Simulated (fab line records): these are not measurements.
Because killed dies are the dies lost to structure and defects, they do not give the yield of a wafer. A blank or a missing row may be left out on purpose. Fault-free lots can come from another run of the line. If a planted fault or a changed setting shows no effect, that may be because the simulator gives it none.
Chamber matching -- flow gf180mcu -- GF_V3_CMP_26 on cmp-01 has 4 sister chambers
The step polishes, stops on SiO2, t overpolish 15 s, target thk 0 nm. 14 wafers are shown with their chamber, then 7 later ones without.

## WAFERS PAIRED WITH THEIR CHAMBERS
wafer,chamber,motor current A (A),time to endpoint s (s),overpolish run s (s)
L075.1,1,10.9,83,15.004
L075.3,0,9.6,83,15.001
L075.6,3,10.6,80,15.001
L077.2,1,11.0,87,15.006
L077.3,2,13.3,83,14.992
L077.5,1,10.4,86,14.986
L078.1,1,10.4,87,14.993
L078.4,3,10.5,83,14.995
L078.5,2,12.8,83,15.011
L090.1,2,13.3,77,14.999
L090.5,3,10.7,77,14.990
L090.6,0,9.7,83,15.000
L095.1,0,9.6,82,14.980
L095.3,3,10.2,76,14.979

SIGNATURES (means of the wafers above)
reading,chamber 0,chamber 1,chamber 2,chamber 3,scatter within a chamber
motor current A,9.633,10.675,13.133,10.500,0.249
time to endpoint s,82.67,85.75,81.00,79.00,2.56
overpolish run s,14.99367,14.99725,15.00067,14.99125,0.00996
Rule: distance of a wafer from a chamber = root of the sum over the readings of ((wafer's reading minus chamber's mean) / reading's scatter) squared. The wafer belongs to the nearest chamber; if the next one is less than 2 further off, it can't be placed. The scatter is the square root of a quotient: the sum, over the shown wafers, of each reading's squared deviation from its chamber's mean, divided by wafers minus chambers.

## WAFERS WITHOUT THEIR CHAMBER
wafer,motor current A (A),time to endpoint s (s),overpolish run s (s)
L095.5,9.6,84,15.007
L096.1,10.6,84,14.985
L096.2,9.9,83,14.998
L096.6,10.9,86,15.004
L097.2,12.0,78,14.998
L097.3,10.4,80,14.998
L097.6,10.3,83,15.000

## WHICH CHAMBER EACH ONE RAN IN
wafer,from the rows above,in truth
L095.5,0,0
L096.1,can't be placed: 1 or 3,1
L096.2,can't be placed: 0 or 3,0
L096.6,1,1
L097.2,can't be placed: 2 or 3 or 1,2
L097.3,can't be placed: 3 or 1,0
L097.6,can't be placed: 1 or 3 or 0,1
Correctly placed: 2 of 7. From these rows, 5 cannot be placed; in 4 the true chamber is one of the candidates. 0 placed wrongly.
